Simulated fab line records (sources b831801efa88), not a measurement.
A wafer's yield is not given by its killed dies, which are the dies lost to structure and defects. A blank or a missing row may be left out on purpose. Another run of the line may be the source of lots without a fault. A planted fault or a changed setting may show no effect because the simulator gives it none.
fab line records	flow gf180mcu
record: lots: 5	wafers: 15	last_day: 34
route steps=602 shown V3@430 M4@456
lots that met no fault: taken from a fault-free run of the same line
start_h: start of the lot's first displayed wafer, in hours after the record's first day	wait_h: time in hours since the lot's previous step	" identical to the entry in the row above	L1.1+2: a single row standing in for several wafers	- either no value or no given start	* or withheld: withheld	< > ~ a bound
route shown NAME@n: a module of which the file shows steps, and the number in the route of the first	usual: mean/standard deviation taken from wafers without a fault	same: alike in all rows	chamber/n: place in a boat	sites: readings site by site	_std_site: the standard deviation of these	_edge_site: inner sites' mean taken away from outer sites' mean	radius_mm: how far each site lies from the wafer's centre	mask NAME#n: copy n	behind: the last tool/chamber to shape the wafer	hold: reason for holding the lot/hours on hold/outcome of the hold	device: transistor that didn't switch, given as n, p or np	end of line: the same wafers' tests at the end of the route	a step without rows: its recipe alone	killed: dies that structure and defects cost at the first sort, which is not the same as the wafer's yield	map: shows each die of a wafer: x if killed, . if not, _ if none is there
set.NAME: setting as actually run; set.NAME@STEP: the setting as run at that earlier step	model.NAME: the simulator's own value behind a step, which no gauge read
lots seen at some steps along the route; tables by step, rows by wafer
services: the hour from which a tool's chamber was out of use, counted from the record's first day as start_h (under 0 if before that day), plus the number of hours and why
== steps ==
step: GF_V3_THK_MEAS_01
recipe: reads: SiO2_of_V3_CVD_00
usual: V3_CVD_00_THK: 613/7.8
lot.wafer	tool	chamber	start_h	wait_h	V3_CVD_00_THK[nm]
L078.3	film_metro-02	-	526.69	0.1	616
L078.4	"	-	"	"	614
L078.6	"	-	"	"	618
L081.1	film_metro-02	-	558.62	0.0	613
L081.2	"	-	"	"	606
L081.4	"	-	"	"	604
L085.2	film_metro-03	-	589.60	0.0	613
L085.4	"	-	"	"	607
L085.6	"	-	"	"	609
L088.1	film_metro-04	-	607.93	0.0	628
L088.3	"	-	"	"	612
L088.6	"	-	"	"	614
L097.3	film_metro-03	-	668.40	0.1	624
L097.4	"	-	"	"	622
L097.5	"	-	"	"	608
step: GF_V3_CVD_02
recipe: material: SiO2	target_thk_nm: 850	precursor: TEOS	temp_c: 400	time_s: 94.851	rf_w: 600
usual: heater_power_w: 661/75
lot.wafer	tool	chamber	start_h	wait_h	heater_power_w
L078.3	pecvd-04	2	526.73	0.0	644
L078.4	"	2	"	"	664
L078.6	"	1	"	"	551
L081.1	pecvd-04	2	558.68	0.1	615
L081.2	"	0	"	"	701
L081.4	"	0	"	"	746
L085.2	pecvd-03	1	589.65	0.0	726
L085.4	"	0	"	"	533
L085.6	"	2	"	"	572
L088.1	pecvd-04	2	607.99	0.1	644
L088.3	"	0	"	"	612
L088.6	"	1	"	"	574
L097.3	pecvd-02	1	668.44	0.0	658
L097.4	"	0	"	"	742
L097.5	"	2	"	"	797
step: GF_V3_THK_MEAS_03
recipe: reads: SiO2_of_V3_CVD_02
usual: V3_CVD_02_THK: 858/16
lot.wafer	tool	chamber	start_h	wait_h	V3_CVD_02_THK[nm]
L078.3	film_metro-03	-	526.82	0.1	847
L078.4	"	-	"	"	857
L078.6	"	-	"	"	872
L081.1	film_metro-04	-	558.75	0.0	862
L081.2	"	-	"	"	867
L081.4	"	-	"	"	878
L085.2	film_metro-04	-	589.73	0.0	856
L085.4	"	-	"	"	870
L085.6	"	-	"	"	894
L088.1	film_metro-02	-	608.06	0.0	839
L088.3	"	-	"	"	847
L088.6	"	-	"	"	877
L097.3	film_metro-04	-	668.53	0.1	851
L097.4	"	-	"	"	844
L097.5	"	-	"	"	832
step: GF_V3_CMP_04
recipe: material: SiO2	down_force_psi: 4	platen_rpm: 60	pad_velocity_m_s: 0.94248
usual: motor_current_A: 11.8/0.92	retaining_ring_pressure_frac: 1.000/0.0046	time_to_endpoint_s: 84/7.8
lot.wafer	tool	chamber	start_h	wait_h	motor_current_A	retaining_ring_pressure_frac	time_to_endpoint_s
L078.4	cmp-02	2	526.86	0.0	12.2	1.003	89
L078.3	"	0	"	"	13.0	0.998	85
L078.6	"	3	"	"	11.8	1.006	90
L081.1	cmp-02	2	558.81	0.1	12.4	1.004	96
L081.4	"	3	"	"	12.3	1.001	97
L081.2	"	1	"	"	10.0	1.003	96
L085.2	cmp-01	0	589.83	0.1	10.8	1.008	75
L085.4	"	1	"	"	12.1	0.992	87
L085.6	"	3	"	"	11.3	1.003	95
L088.1	cmp-01	2	608.17	0.1	12.0	1.002	78
L088.3	"	3	"	"	11.5	0.996	77
L088.6	"	1	"	"	12.0	1.006	90
L097.4	cmp-02	3	668.57	0.0	11.3	0.996	76
L097.3	"	1	"	"	9.5	0.998	78
L097.5	"	0	"	"	12.8	1.000	77
step: GF_V3_BOW_MEAS_05
recipe: mode: bow
usual: V3_BOW: 117/9.3
lot.wafer	tool	chamber	start_h	wait_h	V3_BOW[um]
L078.3	film_metro-03	-	527.20	0.2	106
L078.4	"	-	"	"	104
L078.6	"	-	"	"	103
L081.1	film_metro-03	-	559.11	0.2	98
L081.2	"	-	"	"	110
L081.4	"	-	"	"	108
L085.2	film_metro-03	-	590.10	0.2	122
L085.4	"	-	"	"	110
L085.6	"	-	"	"	108
L088.1	film_metro-04	-	608.42	0.2	132
L088.3	"	-	"	"	127
L088.6	"	-	"	"	124
L097.3	film_metro-03	-	668.91	0.2	128
L097.4	"	-	"	"	135
L097.5	"	-	"	"	116
step: GF_V3_DEHYDRATE_06
recipe: temp_c: 200	time_s: 60
lot.wafer	tool	chamber	start_h	wait_h
L078.3+4+6	litho_track-03	0	537.96	10.7
L081.1+2+4	litho_track-04	0	569.40	10.3
L085.2+4+6	litho_track-02	0	600.02	9.9
L088.1+3+6	litho_track-04	0	617.95	9.5
L097.3+4+5	litho_track-03	0	678.10	9.2
step: GF_V3_HMDS_07
recipe: prime_time_s: 60	prime_temp_c: 120
lot.wafer	tool	chamber	start_h	wait_h
L078.3+4+6	litho_track-03	0	538.11	0.1
L081.1+2+4	litho_track-04	0	569.55	0.1
L085.2+4+6	litho_track-02	0	600.17	0.1
L088.1+3+6	litho_track-04	0	618.10	0.1
L097.3+4+5	litho_track-03	0	678.25	0.1
step: GF_V3_COAT_08
recipe: resist: BARC	temp_c: withheld	time_s: withheld	spin_rpm: withheld	resist_thk_nm: withheld
lot.wafer	tool	chamber	start_h	wait_h
L078.3+4+6	litho_track-03	0	538.26	0.1
L081.1+2+4	litho_track-04	0	569.70	0.1
L085.2+4+6	litho_track-02	0	600.32	0.1
L088.1+3+6	litho_track-04	0	618.25	0.1
L097.3+4+5	litho_track-03	0	678.40	0.1
step: GF_V3_COAT_09
recipe: resist: KrF	spin_rpm: withheld	resist_thk_nm: 1000
lot.wafer	tool	chamber	start_h	wait_h
L078.3+4+6	litho_track-03	0	-	-
L081.1+2+4	litho_track-04	0	-	-
L085.2+4+6	litho_track-02	0	-	-
L088.1+3+6	litho_track-04	0	-	-
L097.3+4+5	litho_track-03	0	-	-
step: GF_V3_SOFTBAKE_10
recipe: temp_c: 130	time_s: 57	resist: KrF
lot.wafer	tool	chamber	start_h	wait_h
L078.3+4+6	litho_track-03	0	-	-
L081.1+2+4	litho_track-04	0	-	-
L085.2+4+6	litho_track-02	0	-	-
L088.1+3+6	litho_track-04	0	-	-
L097.3+4+5	litho_track-03	0	-	-
step: GF_V3_EXPOSE_11
recipe: mask_id: Via3	target_cd_nm: 260	na: 0.68	source_shape: conventional	sigma_outer: 0.6	dose_mj: 38
lot.wafer	tool	chamber	start_h	wait_h	mask
L078.3+4+6	krf_scanner-01	0	-	-	Via3#0
L081.1+2+4	krf_scanner-02	0	-	-	Via3#0
L085.2+4+6	krf_scanner-01	0	-	-	Via3#0
L088.1+3+6	krf_scanner-01	0	-	-	Via3#0
L097.3+4+5	krf_scanner-02	0	-	-	Via3#0
step: GF_V3_PEB_12
recipe: peb_temp_c: 135	peb_time_s: 90	resist: KrF
lot.wafer	tool	chamber	start_h	wait_h
L078.3+4+6	litho_track-04	0	-	-
L081.1+2+4	litho_track-04	0	-	-
L085.2+4+6	litho_track-02	0	-	-
L088.1+3+6	litho_track-04	0	-	-
L097.3+4+5	litho_track-04	0	-	-
step: GF_V3_DEVELOP_13
recipe: develop_time_s: 60	resist: KrF	dev_temp_c: 21
lot.wafer	tool	chamber	start_h	wait_h
L078.3+4+6	litho_track-04	0	549.65	0.1
L081.1+2+4	litho_track-04	0	580.40	0.2
L085.2+4+6	litho_track-02	0	611.07	0.2
L088.1+3+6	litho_track-04	0	628.85	0.2
L097.3+4+5	litho_track-04	0	687.80	0.1
step: GF_V3_CD_MEAS_14
recipe: target_cd_nm: 260
usual: cd_nm: 260.1/1.2
lot.wafer	tool	chamber	start_h	wait_h	cd_nm
L078.3	cd_sem-02	-	549.79	0.1	257.5
L078.4	"	-	"	"	258.6
L078.6	"	-	"	"	259.1
L081.1	cd_sem-02	-	580.55	0.1	260.8
L081.2	"	-	"	"	259.7
L081.4	"	-	"	"	260.6
L085.2	cd_sem-01	-	611.21	0.1	261.6
L085.4	"	-	"	"	261.5
L085.6	"	-	"	"	263.0
L088.1	cd_sem-01	-	629.00	0.1	260.3
L088.3	"	-	"	"	259.6
L088.6	"	-	"	"	260.3
L097.3	cd_sem-01	-	687.94	0.1	261.6
L097.4	"	-	"	"	261.3
L097.5	"	-	"	"	261.8
step: GF_V3_OVL_MEAS_15
usual: V3_OVL: 0/5.8
lot.wafer	tool	chamber	start_h	wait_h	V3_OVL[nm]
L078.3	overlay-01	-	549.88	0.1	1
L078.4	"	-	"	"	2
L078.6	"	-	"	"	-4
L081.1	overlay-01	-	580.67	0.1	2
L081.2	"	-	"	"	-1
L081.4	"	-	"	"	2
L085.2	overlay-01	-	611.32	0.1	-5
L085.4	"	-	"	"	-2
L085.6	"	-	"	"	0
L088.1	overlay-02	-	629.12	0.1	-11
L088.3	"	-	"	"	-3
L088.6	"	-	"	"	-9
L097.3	overlay-01	-	688.03	0.1	16
L097.4	"	-	"	"	8
L097.5	"	-	"	"	14
step: GF_V3_ETCH_16
recipe: chemistry: N2/H2	target_depth_a: withheld	overetch_a: withheld	time_s: withheld	target: BARC	ion_energy_ev: 200	source_w: 500	bias_w: 100	pressure_mtorr: 30	n2_flow_sccm: 100	h2_flow_sccm: 200
usual: drypump_motor_current_A: 5.8/0.41	oes_product_au: 0.855/0.0048	throttle_valve_pct: 13.225/0.0088
lot.wafer	tool	chamber	start_h	wait_h	drypump_motor_current_A	oes_product_au	throttle_valve_pct
L078.3	rie_diel-01	2	549.91	0.0	6.2	0.859	13.224
L078.4	"	1	"	"	5.7	0.852	13.233
L078.6	"	0	"	"	5.9	0.860	13.225
L081.1	rie_diel-02	1	580.71	0.0	5.6	0.855	13.210
L081.2	"	0	"	"	5.5	0.855	13.236
L081.4	"	3	"	"	6.6	0.851	13.228
L085.2	rie_diel-01	1	611.35	0.0	5.7	0.853	13.238
L085.4	"	2	"	"	6.2	0.867	13.235
L085.6	"	1	"	"	5.7	0.853	13.226
L088.1	rie_diel-01	0	629.16	0.0	5.9	0.849	13.203
L088.3	"	2	"	"	6.2	0.862	13.215
L088.6	"	2	"	"	6.2	0.858	13.234
L097.3	rie_diel-02	3	688.05	0.0	6.6	0.849	13.219
L097.4	"	1	"	"	5.6	0.857	13.209
L097.5	"	2	"	"	6.1	0.849	13.222
step: GF_V3_ETCH_17
recipe: chemistry: C4F8/O2/Ar	mask_material: KrF	target: SiO2	stop_on: TiN	source_w: 1500	bias_w: 1200	pressure_mtorr: 40	c4f8_flow_sccm: withheld	O2_flow_sccm: 6	Ar_flow_sccm: 300	time_s: withheld	target_depth_a: 6350
usual: oes_product_au: 0.856/0.0047
lot.wafer	tool	chamber	start_h	wait_h	oes_product_au
L078.3	rie_diel-01	2	-	-	0.860
L078.4	"	1	"	"	0.860
L078.6	"	0	"	"	0.859
L081.1	rie_diel-02	1	-	-	0.855
L081.2	"	0	"	"	0.859
L081.4	"	3	"	"	0.859
L085.2	rie_diel-01	1	-	-	0.853
L085.4	"	2	"	"	0.864
L085.6	"	1	"	"	0.863
L088.1	rie_diel-01	0	-	-	0.850
L088.3	"	2	"	"	0.850
L088.6	"	2	"	"	0.855
L097.3	rie_diel-02	3	-	-	0.855
L097.4	"	1	"	"	0.858
L097.5	"	2	"	"	0.854
step: GF_V3_STRIP_18
recipe: chemistry: O2/N2	power_w: 1400	pressure_mtorr: 1500	platen_temp_c: 250	o2_flow_sccm: 3000	n2_flow_sccm: 300	overash_fraction: 0.5
usual: drypump_motor_current_A: 5.9/0.39	heater_power_w: 311/28	oes_product_au: 0.592/0.0048	platen_temp_c: 250.07/0.19
lot.wafer	tool	chamber	start_h	wait_h	drypump_motor_current_A	heater_power_w	oes_product_au	platen_temp_c	rf_hours_counter_h
L078.3	plasma_asher-02	1	550.07	-	6.2	332	0.590	250.01	-
L078.4	"	0	"	"	5.6	295	0.590	250.01	-
L078.6	"	0	"	"	5.7	303	0.595	250.26	-
L081.1	plasma_asher-02	0	580.83	-	5.6	302	0.593	249.83	77
L081.2	"	1	"	"	6.2	331	0.597	250.09	77
L081.4	"	1	"	"	6.2	329	0.593	250.12	-
L085.2	plasma_asher-02	1	611.48	-	6.2	326	0.589	249.80	80
L085.4	"	0	"	"	5.7	302	0.580	250.11	-
L085.6	"	1	"	"	6.2	328	0.593	250.29	-
L088.1	plasma_asher-01	1	629.28	-	5.1	339	0.600	250.31	55
L088.3	"	1	"	"	5.1	335	0.593	250.20	-
L088.6	"	1	"	"	5.1	335	0.591	250.46	-
L097.3	plasma_asher-02	1	688.22	-	6.2	330	0.596	250.16	-
L097.4	"	0	"	"	5.7	292	0.594	250.02	-
L097.5	"	1	"	"	6.1	336	0.587	250.17	-
step: GF_V3_STRIP_19
recipe: chemistry: post_etch_residue_remover	time_s: 1200	temp_c: 72.5
lot.wafer	tool	chamber	start_h	wait_h
L078.3+4+6	wet_bench-01	1	550.13	0.0
L081.1+2+4	wet_bench-01	1	580.93	0.1
L085.2+4+6	wet_bench-04	3	611.58	0.1
L088.1+3+6	wet_bench-03	0	629.38	0.1
L097.3+4+5	wet_bench-04	1	688.28	0.0
step: GF_V3_CLEAN_20
recipe: chemistry: DIW	dry: n2_spin
lot.wafer	tool	chamber	start_h	wait_h
L078.3+4+6	wet_bench-03	1	550.82	0.0
L081.1+2+4	wet_bench-03	2	581.28	0.0
L085.2+4+6	wet_bench-01	2	611.92	0.0
L088.1+3+6	wet_bench-01	3	629.76	0.0
L097.3+4+5	wet_bench-01	3	688.66	0.0
step: GF_V3_SPUTTER_21
recipe: material: Ti	target_thk_nm: 15	chamber_pressure_pa: 5	power_w: 2500	substrate_temp_c: 200	time_s: 80.02
usual: throttle_valve_pct: 29.4/0.75
lot.wafer	tool	chamber	start_h	wait_h	throttle_valve_pct
L078.3	pvd_sputter-02	-	550.91	0.0	29.8
L078.4	"	-	"	"	29.8
L078.6	"	-	"	"	29.8
L081.1	pvd_sputter-04	-	581.37	0.0	27.8
L081.2	"	-	"	"	30.9
L081.4	"	-	"	"	28.5
L085.2	pvd_sputter-02	-	612.02	0.0	29.1
L085.4	"	-	"	"	29.8
L085.6	"	-	"	"	29.4
L088.1	pvd_sputter-04	-	629.85	0.0	30.9
L088.3	"	-	"	"	27.9
L088.6	"	-	"	"	28.7
L097.3	pvd_sputter-04	-	688.75	0.0	29.2
L097.4	"	-	"	"	28.8
L097.5	"	-	"	"	30.4
step: GF_V3_SPUTTER_22
recipe: material: TiN	target_thk_nm: 10	chamber_pressure_pa: 5	power_w: 4000	time_s: 40
usual: throttle_valve_pct: 29.3/0.74
lot.wafer	tool	chamber	start_h	wait_h	throttle_valve_pct
L078.3	pvd_sputter-02	-	550.97	0.0	29.7
L078.4	"	-	"	"	29.9
L078.6	"	-	"	"	29.8
L081.1	pvd_sputter-04	-	581.43	0.0	27.9
L081.2	"	-	"	"	30.5
L081.4	"	-	"	"	28.6
L085.2	pvd_sputter-02	-	612.08	0.0	29.2
L085.4	"	-	"	"	30.2
L085.6	"	-	"	"	29.4
L088.1	pvd_sputter-04	-	629.91	0.0	30.6
L088.3	"	-	"	"	27.8
L088.6	"	-	"	"	28.8
L097.3	pvd_sputter-04	-	688.81	0.0	29.3
L097.4	"	-	"	"	29.1
L097.5	"	-	"	"	30.8
step: GF_V3_CVD_23
recipe: material: W	target_thk_nm: 350	time_s: 104.9	temp_c: 400	pressure_torr: 40
usual: heater_power_w: 832/89
lot.wafer	tool	chamber	start_h	wait_h	heater_power_w
L078.3	cvd_w-02	0	551.05	0.1	850
L078.4	"	1	"	"	837
L078.6	"	0	"	"	841
L081.1	cvd_w-02	0	581.47	0.0	860
L081.2	"	1	"	"	827
L081.4	"	1	"	"	838
L085.2	cvd_w-01	1	612.12	0.0	701
L085.4	"	0	"	"	942
L085.6	"	0	"	"	907
L088.1	cvd_w-01	0	629.95	0.0	939
L088.3	"	0	"	"	937
L088.6	"	0	"	"	918
L097.3	cvd_w-02	1	688.89	0.1	859
L097.4	"	0	"	"	843
L097.5	"	0	"	"	840
step: GF_V3_RS_MEAS_24
recipe: thk_meas_gauge: four-point-probe	reads: W_of_V3_CVD_23+TiN_of_V3_SPUTTER_22+Ti_of_V3_SPUTTER_21
usual: V3_W_RS: 0.324/0.0038
lot.wafer	tool	chamber	start_h	wait_h	V3_W_RS[ohm/sq]
L078.3	film_metro-04	-	551.16	0.1	0.324
L078.4	"	-	"	"	0.322
L078.6	"	-	"	"	0.324
L081.1	film_metro-04	-	581.58	0.1	0.320
L081.2	"	-	"	"	0.320
L081.4	"	-	"	"	0.320
L085.2	film_metro-02	-	612.25	0.1	0.329
L085.4	"	-	"	"	0.319
L085.6	"	-	"	"	0.322
L088.1	film_metro-02	-	630.06	0.1	0.323
L088.3	"	-	"	"	0.321
L088.6	"	-	"	"	0.324
L097.3	film_metro-04	-	689.00	0.1	0.319
L097.4	"	-	"	"	0.323
L097.5	"	-	"	"	0.322
step: GF_V3_THK_MEAS_25
recipe: thk_meas_gauge: xrf	reads: W_of_V3_CVD_23
usual: V3_W_THK: 363/6.2
lot.wafer	tool	chamber	start_h	wait_h	V3_W_THK[nm]
L078.3	film_metro-04	-	551.26	0.1	361
L078.4	"	-	"	"	366
L078.6	"	-	"	"	361
L081.1	film_metro-04	-	581.70	0.1	367
L081.2	"	-	"	"	367
L081.4	"	-	"	"	366
L085.2	film_metro-02	-	612.36	0.1	361
L085.4	"	-	"	"	372
L085.6	"	-	"	"	370
L088.1	film_metro-02	-	630.18	0.1	369
L088.3	"	-	"	"	374
L088.6	"	-	"	"	368
L097.3	film_metro-04	-	689.10	0.1	371
L097.4	"	-	"	"	364
L097.5	"	-	"	"	368
step: GF_V3_CMP_26
recipe: stop_on: SiO2	down_force_psi: 3.5	platen_rpm: 60	t_overpolish_s: 15	target_thk_nm: 0	pad_velocity_m_s: 0.94248
usual: motor_current_A: 10.7/0.85	overpolish_run_s: 15.001/0.0084	retaining_ring_pressure_frac: 0.999/0.0051	time_to_endpoint_s: 86/4.5
lot.wafer	tool	chamber	start_h	wait_h	motor_current_A	overpolish_run_s	retaining_ring_pressure_frac	time_to_endpoint_s
L078.4	cmp-01	3	551.40	0.1	10.3	15.015	1.007	87
L078.3	"	0	"	"	9.8	14.998	1.002	82
L078.6	"	2	"	"	11.2	15.006	1.005	89
L081.4	cmp-02	3	581.76	0.0	11.3	14.990	1.002	84
L081.2	"	1	"	"	9.5	15.001	1.004	86
L081.1	"	2	"	"	10.9	14.984	1.007	94
L085.2	cmp-01	3	612.41	0.0	10.9	14.989	1.002	82
L085.4	"	1	"	"	11.7	14.997	1.003	83
L085.6	"	3	"	"	10.5	15.004	0.995	86
L088.3	cmp-02	2	630.61	0.4	10.2	15.013	1.004	95
L088.1	"	3	"	"	11.9	15.002	0.997	86
L088.6	"	0	"	"	12.4	14.998	1.003	91
L097.4	cmp-01	3	689.14	0.0	10.4	15.014	0.990	83
L097.3	"	1	"	"	11.5	15.009	1.001	86
L097.5	"	0	"	"	9.7	14.994	0.997	78
step: GF_M4_SPUTTER_00
recipe: material: Ti	target_thk_nm: 37.5	arriving_ion_energy_ev: 80	substrate_temp_c: 200	chamber_pressure_pa: 2	power_w: 4000	time_s: 150
usual: throttle_valve_pct: 29.8/0.95
lot.wafer	tool	chamber	start_h	wait_h	throttle_valve_pct
L078.3	pvd_sputter-03	-	551.60	0.1	30.0
L078.4	"	-	"	"	31.6
L078.6	"	-	"	"	30.3
L081.1	pvd_sputter-01	-	582.06	0.1	29.0
L081.2	"	-	"	"	29.2
L081.4	"	-	"	"	29.6
L085.2	pvd_sputter-01	-	612.71	0.2	29.0
L085.4	"	-	"	"	29.6
L085.6	"	-	"	"	29.1
L088.1	pvd_sputter-03	-	630.81	0.1	31.3
L088.3	"	-	"	"	29.0
L088.6	"	-	"	"	30.1
L097.3	pvd_sputter-03	-	689.44	0.1	30.3
L097.4	"	-	"	"	31.2
L097.5	"	-	"	"	28.8
step: GF_M4_SPUTTER_01
recipe: material: TiN	target_thk_nm: 30	power_w: 6500	time_s: 25	chamber_pressure_pa: 0.4
usual: throttle_valve_pct: 29.8/0.95
lot.wafer	tool	chamber	start_h	wait_h	throttle_valve_pct
L078.3	pvd_sputter-03	-	551.70	0.1	30.1
L078.4	"	-	"	"	31.3
L078.6	"	-	"	"	30.0
L081.1	pvd_sputter-01	-	582.16	0.1	29.3
L081.2	"	-	"	"	29.3
L081.4	"	-	"	"	29.6
L085.2	pvd_sputter-01	-	612.81	0.1	28.9
L085.4	"	-	"	"	29.4
L085.6	"	-	"	"	29.3
L088.1	pvd_sputter-03	-	630.91	0.1	31.4
L088.3	"	-	"	"	29.1
L088.6	"	-	"	"	29.9
L097.3	pvd_sputter-03	-	689.54	0.1	30.2
L097.4	"	-	"	"	31.3
L097.5	"	-	"	"	28.9
step: GF_M4_SPUTTER_02
recipe: material: AlCu	target_thk_nm: 450	power_w: 10600	time_s: 23.9	chamber_pressure_pa: 0.4
usual: throttle_valve_pct: 29.8/0.93
lot.wafer	tool	chamber	start_h	wait_h	throttle_valve_pct
L078.3	pvd_sputter-03	-	551.73	0.0	29.9
L078.4	"	-	"	"	31.1
L078.6	"	-	"	"	30.2
L081.1	pvd_sputter-01	-	582.19	0.0	29.1
L081.2	"	-	"	"	29.2
L081.4	"	-	"	"	29.3
L085.2	pvd_sputter-01	-	612.84	0.0	28.9
L085.4	"	-	"	"	29.5
L085.6	"	-	"	"	29.1
L088.1	pvd_sputter-03	-	630.94	0.0	31.2
L088.3	"	-	"	"	29.1
L088.6	"	-	"	"	30.3
L097.3	pvd_sputter-03	-	689.57	0.0	30.2
L097.4	"	-	"	"	31.2
L097.5	"	-	"	"	29.1
step: GF_M4_SPUTTER_03
recipe: material: Ti	target_thk_nm: 10	substrate_temp_c: 300	chamber_pressure_pa: 0.3	power_w: 3000	time_s: 6.7
usual: throttle_valve_pct: 29.8/0.94
lot.wafer	tool	chamber	start_h	wait_h	throttle_valve_pct
L078.3	pvd_sputter-03	-	551.76	0.0	30.1
L078.4	"	-	"	"	31.2
L078.6	"	-	"	"	30.1
L081.1	pvd_sputter-01	-	582.22	0.0	29.3
L081.2	"	-	"	"	28.9
L081.4	"	-	"	"	29.1
L085.2	pvd_sputter-01	-	612.87	0.0	29.3
L085.4	"	-	"	"	29.4
L085.6	"	-	"	"	28.9
L088.1	pvd_sputter-03	-	630.97	0.0	31.3
L088.3	"	-	"	"	29.1
L088.6	"	-	"	"	30.0
L097.3	pvd_sputter-03	-	689.60	0.0	30.1
L097.4	"	-	"	"	31.3
L097.5	"	-	"	"	29.3
step: GF_M4_SPUTTER_04
recipe: material: TiN	target_thk_nm: 50	power_w: 6500	time_s: 41.7	chamber_pressure_pa: 0.4
usual: throttle_valve_pct: 29.8/0.93
lot.wafer	tool	chamber	start_h	wait_h	throttle_valve_pct
L078.3	pvd_sputter-03	-	551.78	0.0	29.9
L078.4	"	-	"	"	31.5
L078.6	"	-	"	"	30.2
L081.1	pvd_sputter-01	-	582.24	0.0	29.1
L081.2	"	-	"	"	29.0
L081.4	"	-	"	"	29.2
L085.2	pvd_sputter-01	-	612.89	0.0	28.8
L085.4	"	-	"	"	29.3
L085.6	"	-	"	"	29.2
L088.1	pvd_sputter-03	-	630.99	0.0	31.2
L088.3	"	-	"	"	29.1
L088.6	"	-	"	"	29.9
L097.3	pvd_sputter-03	-	689.62	0.0	30.2
L097.4	"	-	"	"	31.4
L097.5	"	-	"	"	29.1
step: GF_M4_RS_MEAS_05
recipe: thk_meas_gauge: four-point-probe	reads: TiN_of_M4_SPUTTER_04+Ti_of_M4_SPUTTER_03+AlCu_of_M4_SPUTTER_02+TiN_of_M4_SPUTTER_01+Ti_of_M4_SPUTTER_00
usual: M4_ALCU_RS: 0.0695/0.00099
lot.wafer	tool	chamber	start_h	wait_h	M4_ALCU_RS[ohm/sq]
L078.3	film_metro-02	-	551.86	0.1	0.0703
L078.4	"	-	"	"	0.0700
L078.6	"	-	"	"	0.0695
L081.1	film_metro-01	-	582.28	0.0	0.0678
L081.2	"	-	"	"	0.0679
L081.4	"	-	"	"	0.0679
L085.2	film_metro-02	-	612.95	0.0	0.0685
L085.4	"	-	"	"	0.0689
L085.6	"	-	"	"	0.0688
L088.1	film_metro-02	-	631.03	0.0	0.0704
L088.3	"	-	"	"	0.0691
L088.6	"	-	"	"	0.0703
L097.3	film_metro-02	-	689.70	0.1	0.0694
L097.4	"	-	"	"	0.0695
L097.5	"	-	"	"	0.0682
step: GF_M4_THK_MEAS_06
recipe: thk_meas_gauge: xrf	reads: AlCu_of_M4_SPUTTER_02
usual: M4_ALCU_THK: 446/6.8
lot.wafer	tool	chamber	start_h	wait_h	M4_ALCU_THK[nm]
L078.3	film_metro-02	-	551.96	0.1	444
L078.4	"	-	"	"	446
L078.6	"	-	"	"	446
L081.1	film_metro-01	-	582.40	0.1	455
L081.2	"	-	"	"	454
L081.4	"	-	"	"	453
L085.2	film_metro-02	-	613.06	0.1	454
L085.4	"	-	"	"	450
L085.6	"	-	"	"	450
L088.1	film_metro-02	-	631.15	0.1	442
L088.3	"	-	"	"	450
L088.6	"	-	"	"	442
L097.3	film_metro-02	-	689.80	0.1	447
L097.4	"	-	"	"	447
L097.5	"	-	"	"	454
step: GF_M4_DEHYDRATE_07
recipe: temp_c: 200	time_s: 60
lot.wafer	tool	chamber	start_h	wait_h
L078.3+4+6	litho_track-04	0	562.40	10.4
L081.1+2+4	litho_track-04	0	592.45	10.0
L085.2+4+6	litho_track-02	0	622.12	9.0
L088.1+3+6	litho_track-01	0	640.45	9.3
L097.3+4+5	litho_track-02	0	698.89	9.1
== services ==
tool	chamber	start_h	hours	kind
rie_diel-01	-	510.11	14.6	pm
wet_bench-01	-	520.27	3.8	repair
cvd_w-02	1	526.92	7.3	repair
krf_scanner-01	-	529.13	1.0	pm
pvd_sputter-02	-	532.14	1.9	repair
krf_scanner-01	-	534.74	1.3	pm
pvd_sputter-03	-	538.18	0.5	repair
cmp-02	-	544.26	2.0	repair
rie_diel-01	3	551.53	3.8	repair
cmp-01	-	553.68	6.1	pm
cmp-01	-	563.97	3.2	repair
cmp-02	-	572.17	4.0	pm
pvd_sputter-04	-	578.05	0.6	repair
pvd_sputter-02	-	582.16	6.3	repair
cmp-02	-	592.09	4.7	pm
rie_diel-02	3	592.59	1.6	repair
pvd_sputter-02	-	609.45	1.8	repair
cmp-01	-	629.81	1.6	repair
cmp-02	-	630.82	0.3	repair
pvd_sputter-02	-	656.80	3.7	repair
cmp-01	-	659.41	7.4	repair
pvd_sputter-02	-	665.41	0.9	repair
plasma_asher-02	-	672.96	0.8	repair
plasma_asher-02	-	681.28	0.7	repair
== key ==
fault none
